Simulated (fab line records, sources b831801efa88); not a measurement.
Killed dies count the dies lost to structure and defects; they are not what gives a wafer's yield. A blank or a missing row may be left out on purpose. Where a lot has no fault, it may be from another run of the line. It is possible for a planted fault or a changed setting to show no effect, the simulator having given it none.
Which of the tools did it? | flow sky130 | 39 wafers from 13 lots sampled at 3 of the route's 708 steps

== WHAT EACH GAUGE READ, for each wafer ==
SKY_VT_ADJUST_LVTN_OVL_MEAS_18.
lot  | measured     | on         | VT_ADJUST_LVTN_01_OVL (nm)
L666 | day 7 21:35  | overlay-01 | -0.5 -1.2 -3.9
L667 | day 7 23:38  | overlay-02 | 2.1 1.3 3.8
L668 | day 8 02:44  | overlay-02 | -1.5 -1.4 -1.7
L671 | day 9 02:56  | overlay-01 | 2.5 1.9 2.4
L672 | day 9 09:45  | overlay-01 | 1.9 1.1 -0.2
L676 | day 10 17:53 | overlay-01 | 2.4 2.7 2.1
L677 | day 10 18:11 | overlay-02 | 0.7 -0.4 0.2
L678 | day 11 03:54 | overlay-02 | 1.7 1.1 0.6
L679 | day 11 09:41 | overlay-01 | 1.5 1.8 1.4
L680 | day 11 16:12 | overlay-01 | -1.7 0.5 -1.1
L681 | day 11 22:04 | overlay-01 | 1.3 2.8 2.1
L682 | day 12 07:23 | overlay-02 | 0.5 1.8 -1.2
L689 | day 14 07:06 | overlay-01 | 1.4 2.0 1.9

SKY_POLY_GATE_CD_MEAS_22.
lot  | measured     | on        | cd-nm (nm)
L666 | day 16 12:50 | cd-sem-02 | 149.0 147.2 148.0
L667 | day 16 16:55 | cd-sem-02 | 153.4 149.4 151.9
L668 | day 17 02:19 | cd-sem-02 | 149.5 149.8 149.1
L671 | day 18 07:31 | cd-sem-01 | 150.5 146.8 151.3
L672 | day 18 17:54 | cd-sem-01 | 150.0 153.0 150.1
L676 | day 20 10:08 | cd-sem-01 | 152.9 151.8 152.3
L677 | day 20 12:38 | cd-sem-01 | 152.3 152.9 151.4
L678 | day 21 00:09 | cd-sem-01 | 152.0 151.4 153.3
L679 | day 21 10:43 | cd-sem-02 | 149.7 150.6 149.5
L680 | day 21 17:53 | cd-sem-02 | 150.5 149.7 151.6
L681 | day 22 03:56 | cd-sem-02 | 149.0 147.8 148.8
L682 | day 22 12:45 | cd-sem-02 | 152.8 151.9 150.9
L689 | day 24 17:39 | cd-sem-01 | 150.7 149.9 150.1

== WHAT TOOL EACH LOT RAN ON (gives the tool, then ch and the chambers of the sampled wafers, and finally the start) ==
lot  | SKY_POLY_GATE_ETCH_16
L666 | rie-diel-02 ch 0,2,3, day 16 10:56
L667 | rie-diel-03 ch 0,1,2, day 16 14:28
L668 | rie-diel-02 ch 1,2,3, day 17 00:41
L671 | rie-diel-03 ch 0,1,2, day 18 03:25
L672 | rie-diel-04 ch 2,3, day 18 13:02
L676 | rie-diel-02 ch 1,3, day 20 08:08
L677 | rie-diel-03 ch 0,1,3, day 20 11:02
L678 | rie-diel-04 ch 0,1,3, day 20 22:32
L679 | rie-diel-02 ch 1,3, day 21 09:02
L680 | rie-diel-04 ch 1,3, day 21 15:26
L681 | rie-diel-03 ch 0,1,3, day 22 01:50
L682 | rie-diel-02 ch 0,1,2, day 22 11:08
L689 | rie-diel-04 ch 0,1,2, day 24 16:02
- SKY_POLY_GATE_ETCH_16: etches Si3N4 in CH3F/O2, stops on poly-Si, time 147.5 s, target depth 75 nm.

== WHAT THE TOOLS THEMSELVES READ (means of the sampled wafers that have a number; where no wafer has one, the mark that the record gives instead) ==
SKY_POLY_GATE_ETCH_16.
lot  | tool        | drypump-motor-current-A (A) | oes-product-au (a.u.) | throttle-valve-pct (%)
L666 | rie-diel-02 | 5.7                         | 0.639                 | 10.539
L667 | rie-diel-03 | 5.9                         | 0.638                 | 10.537
L668 | rie-diel-02 | 5.6                         | 0.639                 | 10.546
L671 | rie-diel-03 | 5.9                         | 0.646                 | 10.534
L672 | rie-diel-04 | 5.5                         | 0.646                 | 10.533
L676 | rie-diel-02 | 5.6                         | 0.639                 | 10.536
L677 | rie-diel-03 | 6.0                         | 0.643                 | 10.534
L678 | rie-diel-04 | 5.9                         | 0.641                 | 10.533
L679 | rie-diel-02 | 5.3                         | 0.639                 | 10.534
L680 | rie-diel-04 | 5.7                         | 0.641                 | 10.537
L681 | rie-diel-03 | 6.0                         | 0.642                 | 10.537
L682 | rie-diel-02 | 6.0                         | 0.639                 | 10.544
L689 | rie-diel-04 | 6.2                         | 0.639                 | 10.542

== THE ANSWER, worked out from the rows above alone ==
Rule: the usual values come from the lots themselves. The widest of any qualifying gaps counts: lots, ordered by their means at a reading, are off when they make up no more than a third of the lots, leave a main group of 4 or more, and stand apart from it by 3 or more times the standard deviation of that group's means. Not used: any main group whose means are identical at the precision the tables above print for the reading. Also off: a lot with no number at a reading for which 4 or more lots have one. Where the step has rows for the other lots, those lots are counted as sound. After the gauges, taken in route order, come the tools' own readings; for these a lot's mean is taken, as printed above. At the first step where some lot is off, the reading lying furthest off is the one used; lots without a number count as furthest.
No lot is off on any of the readings shown, so nothing can be concluded from this.

== WHAT THE SIMULATOR HAD INSERTED ==
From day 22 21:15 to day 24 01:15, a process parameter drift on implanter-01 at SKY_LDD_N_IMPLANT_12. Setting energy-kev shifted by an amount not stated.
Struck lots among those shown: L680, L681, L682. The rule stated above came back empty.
